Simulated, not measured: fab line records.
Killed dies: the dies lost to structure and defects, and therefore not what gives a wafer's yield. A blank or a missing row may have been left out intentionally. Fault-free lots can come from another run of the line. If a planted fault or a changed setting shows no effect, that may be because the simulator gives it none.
fab line records -- flow sky130
[record] lots = 24, wafers = 72, lastDay = 50
route steps=708 shown VIA1@472 METAL2@499 VIA2@520 METAL3@534
lots untouched by any fault: they come from a run of this same line in which no faults occurred
startH: the number of hours between the record's first day and the start of the first shown wafer of the lot -- waitH: hours from the lot's prior step to this one -- " the same as in the row above -- L1.1+2: several wafers, shown together as one row -- - no value, or no start was given -- * or withheld: withheld -- < > ~ a bound
route shown NAME@n: names a module that has steps shown in the file, with the first one's number in the route -- usual: mean/standard deviation of fault-free wafers -- same: alike in all rows -- chamber/n: place in a boat -- sites: per-site readings -- _std_site: standard deviation of those values -- _edge_site: the outer-site mean with the inner-site mean subtracted -- radiusMm: for every site, how far away it sits from the centre of the wafer -- mask NAME#n: copy n -- behind: the last tool/chamber to shape the wafer -- hold: reason for holding the lot/hours on hold/outcome of the hold -- device: whichever transistor did not switch (one of n, p or np) -- end of line: tests of these same wafers at the route's end -- step lacking rows: just its recipe -- killed: at the first sort, the dies lost to defects and structure; wafer yield is something else -- map: a wafer's dies, marking killed ones x, the rest . and places with no die _
set.NAME: the setting as run; set.NAME@STEP: as run at that earlier step -- model.NAME: the simulator's own value behind a step, which no gauge read
one table for each step of the route and one row for each wafer, over a sample of lots
services: the hour from which a tool's chamber was out of use, counted from the record's first day as startH (under 0 if before that day), plus the number of hours and why
[[steps]]
[step SKY_VIA1_ETCH_14]
[recipe] chemistry = N2/H2, target = BARC, ionEnergyEv = 200, sourceW = 500, biasW = 100, pressureMtorr = 30, n2FlowSccm = 100, h2FlowSccm = 200, stopOn = SiO2, timeS = 45.9, targetDepthA = 600
[usual] drypumpMotorCurrentA = 5.82/0.3, oesProductAu = 0.855/0.0049, throttleValvePct = 13.225/0.009
lot.wafer,tool,chamber,startH,waitH,drypumpMotorCurrentA,oesProductAu,rfHoursCounterH,throttleValvePct
L074.1,rieDiel-02,3,786.01,0.0,6.50,0.852,7,13.208
L074.3,rieDiel-02,1,786.01,0.0,5.81,0.856,1,13.228
L074.4,rieDiel-02,1,786.01,0.0,5.79,0.852,-,13.222
L075.1,rieDiel-02,1,789.74,0.0,5.75,0.853,1,13.231
L075.3,rieDiel-02,0,789.74,0.0,5.70,0.861,8,13.211
L075.4,rieDiel-02,3,789.74,0.0,6.51,0.845,-,13.223
L076.3,rieDiel-04,2,809.34,0.0,5.88,0.855,7,13.222
L076.4,rieDiel-04,1,809.34,0.0,5.90,0.853,11,13.243
L076.6,rieDiel-04,3,809.34,0.0,5.37,0.854,-,13.227
L077.1,rieDiel-01,0,812.06,0.0,5.68,0.853,7,13.215
L077.5,rieDiel-01,3,812.06,0.0,6.22,0.861,-,13.226
L077.6,rieDiel-01,0,812.06,0.0,5.69,0.852,-,13.226
L078.1,rieDiel-02,1,825.86,0.0,5.77,0.858,3,13.229
L078.4,rieDiel-02,2,825.86,0.0,5.86,0.851,-,13.227
L078.5,rieDiel-02,0,825.86,0.0,5.74,0.867,-,13.233
L079.1,rieDiel-01,0,840.56,0.0,5.67,0.852,8,13.215
L079.4,rieDiel-01,2,840.56,0.0,5.56,0.857,-,13.240
L079.5,rieDiel-01,3,840.56,0.0,6.23,0.849,-,13.223
L080.4,rieDiel-02,1,840.93,0.0,5.85,0.849,-,13.224
L080.5,rieDiel-02,0,840.93,0.0,5.72,0.855,-,13.218
L080.6,rieDiel-02,2,840.93,0.0,5.82,0.853,-,13.228
L081.1,rieDiel-04,2,842.91,0.0,5.90,0.855,8,13.226
L081.2,rieDiel-04,1,842.91,0.0,5.91,0.854,12,13.235
L081.3,rieDiel-04,0,842.91,0.0,5.48,0.859,0,13.228
L082.1,rieDiel-04,3,848.09,0.0,5.37,0.862,10,13.223
L082.3,rieDiel-04,2,848.09,0.0,5.91,0.859,8,13.240
L082.6,rieDiel-04,0,848.09,0.0,5.46,0.851,-,13.209
L083.1,rieDiel-04,3,861.36,0.0,5.38,0.854,10,13.222
L083.2,rieDiel-04,1,861.36,0.0,5.90,0.847,13,13.244
L083.6,rieDiel-04,0,861.36,0.0,5.50,0.847,-,13.225
L084.1,rieDiel-02,2,862.44,0.0,5.82,0.857,19,13.217
L084.3,rieDiel-02,3,862.44,0.0,6.51,0.850,8,13.226
L084.4,rieDiel-02,3,862.44,0.0,6.51,0.849,-,13.238
L085.4,rieDiel-01,3,871.76,0.0,6.24,0.857,-,13.225
L085.5,rieDiel-01,2,871.76,0.0,5.58,0.854,-,13.234
L085.6,rieDiel-01,0,871.76,0.0,5.67,0.863,-,13.222
L086.1,rieDiel-02,3,881.81,0.0,6.47,0.854,9,13.224
L086.3,rieDiel-02,0,881.81,0.0,5.71,0.856,11,13.222
L086.6,rieDiel-02,1,881.81,0.0,5.78,0.850,-,13.228
L087.1,rieDiel-04,1,889.36,0.0,5.89,0.852,13,13.230
L087.2,rieDiel-04,3,889.36,0.0,5.36,0.844,11,13.220
L087.6,rieDiel-04,1,889.36,0.0,5.92,0.859,-,13.234
L088.2,rieDiel-01,3,892.41,0.0,6.22,0.857,9,13.209
L088.3,rieDiel-01,2,892.41,0.0,5.55,0.850,15,13.223
L088.5,rieDiel-01,2,892.41,0.0,5.60,0.858,-,13.244
L089.1,rieDiel-02,0,902.44,0.0,5.71,0.854,12,13.213
L089.2,rieDiel-02,2,902.44,0.0,5.81,0.857,21,13.226
L089.6,rieDiel-02,2,902.44,0.0,5.82,0.854,-,13.220
L090.1,rieDiel-01,3,911.84,0.0,6.22,0.854,10,13.219
L090.3,rieDiel-01,2,911.84,0.0,5.60,0.857,16,13.225
L090.6,rieDiel-01,3,911.84,0.0,6.22,0.851,-,13.236
L091.3,rieDiel-01,2,922.14,0.0,5.54,0.859,16,13.225
L091.4,rieDiel-01,3,922.14,0.0,6.23,0.856,-,13.220
L091.5,rieDiel-01,2,922.14,0.0,5.59,0.856,-,13.228
L092.2,rieDiel-04,1,940.74,0.0,5.92,0.855,14,13.235
L092.3,rieDiel-04,0,940.74,0.0,5.49,0.859,3,13.231
L092.5,rieDiel-04,2,940.74,0.0,5.88,0.860,-,13.211
L093.1,rieDiel-02,3,941.51,0.0,6.51,0.853,11,13.231
L093.2,rieDiel-02,0,941.51,0.0,5.72,0.852,12,13.228
L093.3,rieDiel-02,2,941.51,0.0,5.82,0.856,22,13.218
L095.1,rieDiel-02,3,943.09,0.0,6.49,0.860,11,13.212
L095.2,rieDiel-02,0,943.09,0.0,5.75,0.851,13,13.208
L095.4,rieDiel-02,1,943.09,0.0,5.82,0.851,6,13.235
L094.2,rieDiel-01,2,944.46,0.0,5.53,0.848,17,13.225
L094.4,rieDiel-01,2,944.46,0.0,5.58,0.857,-,13.228
L094.6,rieDiel-01,1,944.46,0.0,6.16,0.864,-,13.227
L096.1,rieDiel-04,2,949.61,0.0,5.91,0.859,10,13.227
L096.4,rieDiel-04,0,949.61,0.0,5.49,0.848,3,13.232
L096.5,rieDiel-04,0,949.61,0.0,5.48,0.848,-,13.229
L097.1,rieDiel-01,3,958.94,0.0,6.24,0.861,12,13.214
L097.4,rieDiel-01,2,958.94,0.0,5.57,0.859,18,13.232
L097.6,rieDiel-01,2,958.94,0.0,5.58,0.862,-,13.209
[step SKY_VIA1_THK_MEAS_23]
[recipe] thkMeasGauge = xrf, reads = W_of_VIA1_CVD_21
[usual] VIA1_W_THK = 273/3.9
lot.wafer,tool,chamber,startH,waitH,VIA1_W_THK[nm]
L074.1,filmMetro-01,-,787.00,0.1,276
L074.3,filmMetro-01,-,787.00,0.1,275
L074.4,filmMetro-01,-,787.00,0.1,277
L075.1,filmMetro-02,-,790.74,0.1,277
L075.3,filmMetro-02,-,790.74,0.1,276
L075.4,filmMetro-02,-,790.74,0.1,275
L076.3,filmMetro-04,-,810.36,0.1,273
L076.4,filmMetro-04,-,810.36,0.1,275
L076.6,filmMetro-04,-,810.36,0.1,272
L077.1,filmMetro-02,-,813.01,0.1,270
L077.5,filmMetro-02,-,813.01,0.1,267
L077.6,filmMetro-02,-,813.01,0.1,265
L078.1,filmMetro-01,-,826.94,0.1,272
L078.4,filmMetro-01,-,826.94,0.1,275
L078.5,filmMetro-01,-,826.94,0.1,276
L079.1,filmMetro-04,-,841.51,0.1,270
L079.4,filmMetro-04,-,841.51,0.1,271
L079.5,filmMetro-04,-,841.51,0.1,271
L080.4,filmMetro-01,-,841.89,0.1,279
L080.5,filmMetro-01,-,841.89,0.1,280
L080.6,filmMetro-01,-,841.89,0.1,280
L081.1,filmMetro-04,-,843.86,0.1,273
L081.2,filmMetro-04,-,843.86,0.1,271
L081.3,filmMetro-04,-,843.86,0.1,271
L082.1,filmMetro-02,-,849.10,0.1,276
L082.3,filmMetro-02,-,849.10,0.1,275
L082.6,filmMetro-02,-,849.10,0.1,278
L083.1,filmMetro-01,-,862.32,0.1,277
L083.2,filmMetro-01,-,862.32,0.1,279
L083.6,filmMetro-01,-,862.32,0.1,277
L084.1,filmMetro-01,-,863.40,0.1,276
L084.3,filmMetro-01,-,863.40,0.1,275
L084.4,filmMetro-01,-,863.40,0.1,276
L085.4,filmMetro-04,-,872.72,0.1,273
L085.5,filmMetro-04,-,872.72,0.1,273
L085.6,filmMetro-04,-,872.72,0.1,272
L086.1,filmMetro-01,-,882.80,0.1,279
L086.3,filmMetro-01,-,882.80,0.1,278
L086.6,filmMetro-01,-,882.80,0.1,280
L087.1,filmMetro-04,-,890.33,0.1,275
L087.2,filmMetro-04,-,890.33,0.1,269
L087.6,filmMetro-04,-,890.33,0.1,268
L088.2,filmMetro-04,-,893.37,0.1,272
L088.3,filmMetro-04,-,893.37,0.1,271
L088.5,filmMetro-04,-,893.37,0.1,272
L089.1,filmMetro-01,-,903.43,0.1,276
L089.2,filmMetro-01,-,903.43,0.1,276
L089.6,filmMetro-01,-,903.43,0.1,278
L090.1,filmMetro-01,-,912.80,0.1,275
L090.3,filmMetro-01,-,912.80,0.1,274
L090.6,filmMetro-01,-,912.80,0.1,274
L091.3,filmMetro-01,-,923.14,0.1,268
L091.4,filmMetro-01,-,923.14,0.1,266
L091.5,filmMetro-01,-,923.14,0.1,270
L092.2,filmMetro-02,-,941.70,0.1,274
L092.3,filmMetro-02,-,941.70,0.1,274
L092.5,filmMetro-02,-,941.70,0.1,272
L093.1,filmMetro-02,-,942.47,0.1,266
L093.2,filmMetro-02,-,942.47,0.1,266
L093.3,filmMetro-02,-,942.47,0.1,267
L095.1,filmMetro-02,-,944.05,0.1,264
L095.2,filmMetro-02,-,944.05,0.1,267
L095.4,filmMetro-02,-,944.05,0.1,269
L094.2,filmMetro-02,-,945.42,0.1,265
L094.4,filmMetro-02,-,945.42,0.1,268
L094.6,filmMetro-02,-,945.42,0.1,266
L096.1,filmMetro-04,-,950.61,0.1,273
L096.4,filmMetro-04,-,950.61,0.1,275
L096.5,filmMetro-04,-,950.61,0.1,276
L097.1,filmMetro-01,-,959.90,0.1,274
L097.4,filmMetro-01,-,959.90,0.1,272
L097.6,filmMetro-01,-,959.90,0.1,277
[step SKY_METAL2_OVL_MEAS_16]
[usual] METAL2_OVL = 1/5.4
lot.wafer,tool,chamber,startH,waitH,METAL2_OVL[nm]
L074.1,overlay-02,-,814.17,0.1,1
L074.3,overlay-02,-,814.17,0.1,9
L074.4,overlay-02,-,814.17,0.1,8
L075.1,overlay-02,-,817.35,0.1,-6
L075.3,overlay-02,-,817.35,0.1,-11
L075.4,overlay-02,-,817.35,0.1,-4
L076.3,overlay-02,-,836.73,0.1,-2
L076.4,overlay-02,-,836.73,0.1,5
L076.6,overlay-02,-,836.73,0.1,6
L077.1,overlay-02,-,839.57,0.1,9
L077.5,overlay-02,-,839.57,0.1,3
L077.6,overlay-02,-,839.57,0.1,0
L078.1,overlay-02,-,854.05,0.1,8
L078.4,overlay-02,-,854.05,0.1,6
L078.5,overlay-02,-,854.05,0.1,4
L079.1,overlay-01,-,868.37,0.1,5
L079.4,overlay-01,-,868.37,0.1,-2
L079.5,overlay-01,-,868.37,0.1,5
L080.4,overlay-01,-,868.92,0.1,-2
L080.5,overlay-01,-,868.92,0.1,-1
L080.6,overlay-01,-,868.92,0.1,3
L081.1,overlay-02,-,871.07,0.1,3
L081.2,overlay-02,-,871.07,0.1,3
L081.3,overlay-02,-,871.07,0.1,5
L082.1,overlay-01,-,875.13,0.1,1
L082.3,overlay-01,-,875.13,0.1,-3
L082.6,overlay-01,-,875.13,0.1,-1
L083.1,overlay-02,-,889.05,0.1,3
L083.2,overlay-02,-,889.05,0.1,1
L083.6,overlay-02,-,889.05,0.1,1
L084.1,overlay-02,-,889.67,0.1,1
L084.3,overlay-02,-,889.67,0.1,-5
L084.4,overlay-02,-,889.67,0.1,0
L085.4,overlay-01,-,899.37,0.1,2
L085.5,overlay-01,-,899.37,0.1,-4
L085.6,overlay-01,-,899.37,0.1,-5
L086.1,overlay-02,-,908.70,0.1,-7
L086.3,overlay-02,-,908.70,0.1,-3
L086.6,overlay-02,-,908.70,0.1,-6
L087.1,overlay-02,-,915.92,0.1,4
L087.2,overlay-02,-,915.92,0.1,-4
L087.6,overlay-02,-,915.92,0.1,4
L088.2,overlay-02,-,919.28,0.1,-1
L088.3,overlay-02,-,919.28,0.1,1
L088.5,overlay-02,-,919.28,0.1,-2
L089.1,overlay-02,-,928.87,0.1,11
L089.2,overlay-02,-,928.87,0.1,10
L089.6,overlay-02,-,928.87,0.1,6
L090.1,overlay-01,-,938.05,0.1,2
L090.3,overlay-01,-,938.05,0.1,3
L090.6,overlay-01,-,938.05,0.1,5
L091.3,overlay-02,-,948.32,0.1,-2
L091.4,overlay-02,-,948.32,0.1,0
L091.5,overlay-02,-,948.32,0.1,5
L092.2,overlay-02,-,966.53,0.1,-11
L092.3,overlay-02,-,966.53,0.1,-11
L092.5,overlay-02,-,966.53,0.1,-8
L093.1,overlay-02,-,967.15,0.1,-5
L093.2,overlay-02,-,967.15,0.1,1
L093.3,overlay-02,-,967.15,0.1,-3
L095.1,overlay-02,-,968.65,0.1,0
L095.2,overlay-02,-,968.65,0.1,5
L095.4,overlay-02,-,968.65,0.1,-3
L094.2,overlay-02,-,970.68,0.1,5
L094.4,overlay-02,-,970.68,0.1,10
L094.6,overlay-02,-,970.68,0.1,6
L096.1,overlay-01,-,975.22,0.1,-6
L096.4,overlay-01,-,975.22,0.1,0
L096.5,overlay-01,-,975.22,0.1,-1
L097.1,overlay-02,-,984.12,0.1,12
L097.4,overlay-02,-,984.12,0.1,0
L097.6,overlay-02,-,984.12,0.1,6
[step SKY_METAL2_ETCH_18]
[recipe] chemistry = N2/H2, target = BARC, ionEnergyEv = 200, biasW = 100, pressureMtorr = 30, n2FlowSccm = 100, h2FlowSccm = 200, icpW = 500, stopOn = SiO2, timeS = 45.9, targetDepthA = 600
[usual] drypumpMotorCurrentA = 5.8/0.35, oesProductAu = 0.853/0.0046, throttleValvePct = 13.224/0.0094
lot.wafer,tool,chamber,startH,waitH,drypumpMotorCurrentA,oesProductAu,rfHoursCounterH,throttleValvePct
L074.1,rieMetal-04,1,814.25,0.0,5.7,0.856,17,13.225
L074.3,rieMetal-04,0,814.25,0.0,5.9,0.850,-,13.219
L074.4,rieMetal-04,1,814.25,0.0,5.7,0.854,-,13.215
L075.1,rieMetal-01,1,817.42,0.0,5.7,0.857,13,13.240
L075.3,rieMetal-01,0,817.42,0.0,6.3,0.856,-,13.220
L075.4,rieMetal-01,1,817.42,0.0,5.7,0.850,-,13.227
L076.3,rieMetal-01,0,836.81,0.0,6.3,0.855,-,13.229
L076.4,rieMetal-01,1,836.81,0.0,5.7,0.853,-,13.219
L076.6,rieMetal-01,1,836.81,0.0,5.7,0.846,-,13.226
L077.1,rieMetal-02,0,839.64,0.0,5.1,0.862,9,13.239
L077.5,rieMetal-02,0,839.64,0.0,5.1,0.857,-,13.224
L077.6,rieMetal-02,1,839.64,0.0,5.6,0.862,-,13.216
L078.1,rieMetal-01,1,854.12,0.0,5.7,0.857,14,13.215
L078.4,rieMetal-01,0,854.12,0.0,6.3,0.847,-,13.220
L078.5,rieMetal-01,1,854.12,0.0,5.8,0.856,-,13.224
L079.1,rieMetal-02,1,868.44,0.0,5.7,0.855,5,13.216
L079.4,rieMetal-02,1,868.44,0.0,5.7,0.855,-,13.237
L079.5,rieMetal-02,1,868.44,0.0,5.6,0.857,-,13.230
L080.4,rieMetal-01,1,868.99,0.0,5.7,0.843,-,13.209
L080.5,rieMetal-01,1,868.99,0.0,5.8,0.856,-,13.231
L080.6,rieMetal-01,0,868.99,0.0,6.3,0.859,-,13.220
L081.1,rieMetal-04,0,871.14,0.0,5.9,0.851,6,13.224
L081.2,rieMetal-04,1,871.14,0.0,5.7,0.855,20,13.223
L081.3,rieMetal-04,0,871.14,0.0,5.9,0.851,-,13.220
L082.1,rieMetal-02,1,875.19,0.0,5.6,0.853,5,13.227
L082.3,rieMetal-02,0,875.19,0.0,5.1,0.854,-,13.223
L082.6,rieMetal-02,1,875.19,0.0,5.7,0.860,-,13.221
L083.1,rieMetal-04,1,889.12,0.0,5.7,0.851,0,13.230
L083.2,rieMetal-04,0,889.12,0.0,5.9,0.843,7,13.225
L083.6,rieMetal-04,0,889.12,0.0,5.9,0.853,-,13.223
L084.1,rieMetal-01,1,889.74,0.0,5.8,0.858,16,13.238
L084.3,rieMetal-01,1,889.74,0.0,5.8,0.862,-,13.233
L084.4,rieMetal-01,0,889.74,0.0,6.3,0.851,-,13.218
L085.4,rieMetal-04,1,899.44,0.0,5.7,0.854,-,13.220
L085.5,rieMetal-04,1,899.44,0.0,5.7,0.844,-,13.214
L085.6,rieMetal-04,0,899.44,0.0,5.9,0.848,-,13.221
L086.1,rieMetal-01,1,908.77,0.0,5.7,0.851,17,13.225
L086.3,rieMetal-01,1,908.77,0.0,5.7,0.852,-,13.233
L086.6,rieMetal-01,1,908.77,0.0,5.7,0.850,-,13.229
L087.1,rieMetal-04,0,915.99,0.0,5.9,0.856,8,13.239
L087.2,rieMetal-04,1,915.99,0.0,5.6,0.860,1,13.230
L087.6,rieMetal-04,0,915.99,0.0,5.9,0.857,-,13.228
L088.2,rieMetal-04,0,919.34,0.0,6.0,0.854,8,13.241
L088.3,rieMetal-04,0,919.34,0.0,5.9,0.850,-,13.195
L088.5,rieMetal-04,0,919.34,0.0,6.0,0.848,-,13.209
L089.1,rieMetal-01,1,928.94,0.0,5.7,0.853,0,13.229
L089.2,rieMetal-01,0,928.94,0.0,6.3,0.854,15,13.237
L089.6,rieMetal-01,1,928.94,0.0,5.7,0.858,-,13.226
L090.1,rieMetal-01,1,938.12,0.0,5.7,0.855,0,13.211
L090.3,rieMetal-01,0,938.12,0.0,6.3,0.858,-,13.227
L090.6,rieMetal-01,1,938.12,0.0,5.7,0.847,-,13.219
L091.3,rieMetal-01,1,948.39,0.0,5.7,0.850,-,13.216
L091.4,rieMetal-01,0,948.39,0.0,6.3,0.855,-,13.231
L091.5,rieMetal-01,0,948.39,0.0,6.3,0.854,-,13.227
L092.2,rieMetal-01,1,966.59,0.0,5.7,0.859,2,13.228
L092.3,rieMetal-01,0,966.59,0.0,6.3,0.857,-,13.240
L092.5,rieMetal-01,0,966.59,0.0,6.3,0.849,-,13.217
L093.1,rieMetal-02,1,967.22,0.0,5.6,0.859,9,13.207
L093.2,rieMetal-02,0,967.22,0.0,5.1,0.857,15,13.223
L093.3,rieMetal-02,1,967.22,0.0,5.7,0.860,-,13.230
L095.1,rieMetal-02,1,968.72,0.0,5.7,0.853,9,13.229
L095.2,rieMetal-02,0,968.72,0.0,5.1,0.862,15,13.228
L095.4,rieMetal-02,0,968.72,0.0,5.1,0.851,-,13.207
L094.2,rieMetal-04,1,970.74,0.0,5.7,0.864,4,13.207
L094.4,rieMetal-04,0,970.74,0.0,5.9,0.853,-,13.210
L094.6,rieMetal-04,1,970.74,0.0,5.7,0.855,-,13.222
L096.1,rieMetal-04,1,975.29,0.0,5.7,0.851,4,13.228
L096.4,rieMetal-04,1,975.29,0.0,5.7,0.854,-,13.222
L096.5,rieMetal-04,1,975.29,0.0,5.7,0.848,-,13.207
L097.1,rieMetal-02,1,984.19,0.0,5.6,0.852,10,13.218
L097.4,rieMetal-02,0,984.19,0.0,5.0,0.853,-,13.227
L097.6,rieMetal-02,1,984.19,0.0,5.6,0.861,-,13.240
[step SKY_VIA2_OVL_MEAS_13]
[usual] VIA2_OVL = -3/5.9
lot.wafer,tool,chamber,startH,waitH,VIA2_OVL[nm]
L074.1,overlay-02,-,842.35,0.1,2
L074.3,overlay-02,-,842.35,0.1,-2
L074.4,overlay-02,-,842.35,0.1,-2
L075.1,overlay-02,-,845.22,0.1,-11
L075.3,overlay-02,-,845.22,0.1,-8
L075.4,overlay-02,-,845.22,0.1,-9
L076.3,overlay-02,-,864.21,0.1,5
L076.4,overlay-02,-,864.21,0.1,-2
L076.6,overlay-02,-,864.21,0.1,-1
L077.1,overlay-01,-,867.21,0.1,1
L077.5,overlay-01,-,867.21,0.1,3
L077.6,overlay-01,-,867.21,0.1,7
L078.1,overlay-02,-,881.95,0.1,-4
L078.4,overlay-02,-,881.95,0.1,-7
L078.5,overlay-02,-,881.95,0.1,-2
L079.1,overlay-01,-,896.11,0.1,3
L079.4,overlay-01,-,896.11,0.1,3
L079.5,overlay-01,-,896.11,0.1,1
L080.4,overlay-01,-,896.69,0.1,-6
L080.5,overlay-01,-,896.69,0.1,-8
L080.6,overlay-01,-,896.69,0.1,-5
L081.1,overlay-01,-,898.96,0.1,0
L081.2,overlay-01,-,898.96,0.1,-11
L081.3,overlay-01,-,898.96,0.1,4
L082.1,overlay-01,-,903.27,0.1,-4
L082.3,overlay-01,-,903.27,0.1,-4
L082.6,overlay-01,-,903.27,0.1,6
L083.1,overlay-01,-,915.20,0.1,1
L083.2,overlay-01,-,915.20,0.1,-5
L083.6,overlay-01,-,915.20,0.1,-7
L084.1,overlay-01,-,916.36,0.1,-14
L084.3,overlay-01,-,916.36,0.1,-2
L084.4,overlay-01,-,916.36,0.1,0
L085.4,overlay-02,-,925.14,0.1,3
L085.5,overlay-02,-,925.14,0.1,-5
L085.6,overlay-02,-,925.14,0.1,1
L086.1,overlay-01,-,934.91,0.1,1
L086.3,overlay-01,-,934.91,0.1,-6
L086.6,overlay-01,-,934.91,0.1,-10
L087.1,overlay-01,-,942.16,0.1,-11
L087.2,overlay-01,-,942.16,0.1,-6
L087.6,overlay-01,-,942.16,0.1,-15
L088.2,overlay-01,-,945.66,0.1,3
L088.3,overlay-01,-,945.66,0.1,-11
L088.5,overlay-01,-,945.66,0.1,-10
L089.1,overlay-02,-,955.10,0.1,5
L089.2,overlay-02,-,955.10,0.1,-5
L089.6,overlay-02,-,955.10,0.1,-6
L090.1,overlay-02,-,963.61,0.1,4
L090.3,overlay-02,-,963.61,0.1,2
L090.6,overlay-02,-,963.61,0.1,1
L091.3,overlay-01,-,973.87,0.1,-17
L091.4,overlay-01,-,973.87,0.1,-10
L091.5,overlay-01,-,973.87,0.1,-14
L092.2,overlay-01,-,990.71,0.1,1
L092.3,overlay-01,-,990.71,0.1,-5
L092.5,overlay-01,-,990.71,0.1,-3
L093.1,overlay-02,-,992.20,0.1,4
L093.2,overlay-02,-,992.20,0.1,-1
L093.3,overlay-02,-,992.20,0.1,6
L095.1,overlay-02,-,993.47,0.1,-6
L095.2,overlay-02,-,993.47,0.1,-1
L095.4,overlay-02,-,993.47,0.1,1
L094.2,overlay-01,-,996.11,0.1,-9
L094.4,overlay-01,-,996.11,0.1,-2
L094.6,overlay-01,-,996.11,0.1,-8
L096.1,overlay-01,-,1000.61,0.1,8
L096.4,overlay-01,-,1000.61,0.1,-11
L096.5,overlay-01,-,1000.61,0.1,-4
L097.1,overlay-01,-,1008.20,0.1,-9
L097.4,overlay-01,-,1008.20,0.1,-1
L097.6,overlay-01,-,1008.20,0.1,-3
[step SKY_METAL3_SPUTTER_02]
[recipe] material = AlCu, targetThkNm = 735, powerW = 10900, timeS = 39.1, chamberPressurePa = 0.4
[usual] cathodeDcPowerW = 10900/2, throttleValvePct = 29.9/0.87
lot.wafer,tool,chamber,startH,waitH,cathodeDcPowerW,throttleValvePct
L074.1,pvdSputter-04,-,843.81,0.0,10899,29.8
L074.3,pvdSputter-04,-,843.81,0.0,10899,31.5
L074.4,pvdSputter-04,-,843.81,0.0,10896,30.0
L075.1,pvdSputter-04,-,847.11,0.0,10898,29.0
L075.3,pvdSputter-04,-,847.11,0.0,10897,30.1
L075.4,pvdSputter-04,-,847.11,0.0,10898,29.9
L076.3,pvdSputter-01,-,866.22,0.0,10901,29.8
L076.4,pvdSputter-01,-,866.22,0.0,10899,29.9
L076.6,pvdSputter-01,-,866.22,0.0,10900,29.3
L077.1,pvdSputter-03,-,868.96,0.0,10901,32.1
L077.5,pvdSputter-03,-,868.96,0.0,10897,29.3
L077.6,pvdSputter-03,-,868.96,0.0,10901,29.0
L078.1,pvdSputter-03,-,883.41,0.0,10904,29.4
L078.4,pvdSputter-03,-,883.41,0.0,10899,31.9
L078.5,pvdSputter-03,-,883.41,0.0,10895,29.8
L079.1,pvdSputter-01,-,897.56,0.0,10899,30.0
L079.4,pvdSputter-01,-,897.56,0.0,10900,29.1
L079.5,pvdSputter-01,-,897.56,0.0,10896,29.8
L080.4,pvdSputter-04,-,898.12,0.0,10897,29.1
L080.5,pvdSputter-04,-,898.12,0.0,10901,28.9
L080.6,pvdSputter-04,-,898.12,0.0,10901,30.2
L081.1,pvdSputter-04,-,900.41,0.0,10901,30.1
L081.2,pvdSputter-04,-,900.41,0.0,10899,30.3
L081.3,pvdSputter-04,-,900.41,0.0,10899,29.2
L082.1,pvdSputter-01,-,904.72,0.0,10896,29.7
L082.3,pvdSputter-01,-,904.72,0.0,10902,30.0
L082.6,pvdSputter-01,-,904.72,0.0,10901,30.0
L083.1,pvdSputter-04,-,916.66,0.0,10897,29.2
L083.2,pvdSputter-04,-,916.66,0.0,10900,30.0
L083.6,pvdSputter-04,-,916.66,0.0,10898,29.1
L084.1,pvdSputter-01,-,917.81,0.0,10901,29.3
L084.3,pvdSputter-01,-,917.81,0.0,10902,29.3
L084.4,pvdSputter-01,-,917.81,0.0,10899,30.0
L085.4,pvdSputter-03,-,926.58,0.0,10901,29.6
L085.5,pvdSputter-03,-,926.58,0.0,10904,29.5
L085.6,pvdSputter-03,-,926.58,0.0,10898,29.8
L086.1,pvdSputter-04,-,936.40,0.0,10901,30.1
L086.3,pvdSputter-04,-,936.40,0.0,10899,31.7
L086.6,pvdSputter-04,-,936.40,0.0,10900,30.3
L087.1,pvdSputter-04,-,943.72,0.0,10897,31.7
L087.2,pvdSputter-04,-,943.72,0.0,10899,30.1
L087.6,pvdSputter-04,-,943.72,0.0,10896,31.6
L088.2,pvdSputter-04,-,947.20,0.0,10897,30.2
L088.3,pvdSputter-04,-,947.20,0.0,10898,29.9
L088.5,pvdSputter-04,-,947.20,0.0,10902,30.2
L089.1,pvdSputter-04,-,956.56,0.0,10898,29.4
L089.2,pvdSputter-04,-,956.56,0.0,10899,29.9
L089.6,pvdSputter-04,-,956.56,0.0,10899,30.2
L090.1,pvdSputter-01,-,965.06,0.0,10900,29.8
L090.3,pvdSputter-01,-,965.06,0.0,10900,29.7
L090.6,pvdSputter-01,-,965.06,0.0,10899,29.9
L091.3,pvdSputter-04,-,975.31,0.0,10899,31.4
L091.4,pvdSputter-04,-,975.31,0.0,10902,28.9
L091.5,pvdSputter-04,-,975.31,0.0,10900,31.5
L092.2,pvdSputter-04,-,992.17,0.0,10898,31.7
L092.3,pvdSputter-04,-,992.17,0.0,10905,29.3
L092.5,pvdSputter-04,-,992.17,0.0,10901,30.0
L093.1,pvdSputter-01,-,993.71,0.0,10897,29.9
L093.2,pvdSputter-01,-,993.71,0.0,10899,29.5
L093.3,pvdSputter-01,-,993.71,0.0,10901,29.4
L095.1,pvdSputter-03,-,994.97,0.0,10899,29.3
L095.2,pvdSputter-03,-,994.97,0.0,10897,32.0
L095.4,pvdSputter-03,-,994.97,0.0,10897,29.6
L094.2,pvdSputter-03,-,997.64,0.0,10901,29.7
L094.4,pvdSputter-03,-,997.64,0.0,10905,29.6
L094.6,pvdSputter-03,-,997.64,0.0,10901,29.0
L096.1,pvdSputter-03,-,1002.06,0.0,10897,31.8
L096.4,pvdSputter-03,-,1002.06,0.0,10900,29.0
L096.5,pvdSputter-03,-,1002.06,0.0,10897,29.3
L097.1,pvdSputter-03,-,1009.66,0.0,10899,31.7
L097.4,pvdSputter-03,-,1009.66,0.0,10897,29.1
L097.6,pvdSputter-03,-,1009.66,0.0,10902,29.3
[[services]]
tool,chamber,startH,hours,kind
rieDiel-02,2,769.90,23.0,repair
rieDiel-02,3,774.18,4.3,repair
rieDiel-01,0,777.06,1.3,repair
rieDiel-04,1,778.10,5.0,repair
pvdSputter-03,-,781.05,1.1,repair
rieDiel-01,1,814.24,116.6,repair
rieMetal-04,-,821.03,1.1,repair
rieDiel-02,3,825.79,18.5,repair
rieDiel-01,2,850.42,7.2,repair
rieDiel-02,1,860.61,5.5,repair
rieMetal-01,-,873.87,0.2,repair
rieDiel-02,-,897.36,2.8,pm
pvdSputter-04,-,911.49,1.2,repair
pvdSputter-04,-,918.46,2.5,repair
rieDiel-01,1,936.36,6.8,repair
rieDiel-01,0,936.99,10.5,repair
rieDiel-01,-,947.55,1.0,repair
pvdSputter-03,-,965.85,3.1,repair
rieDiel-01,0,984.41,1.3,repair
rieMetal-04,-,989.14,4.4,repair
pvdSputter-04,-,995.89,2.4,repair
pvdSputter-03,-,998.68,1.3,repair
rieDiel-01,-,1002.27,4.0,pm
rieMetal-04,-,1002.80,28.1,pm
[[key]]
fault none
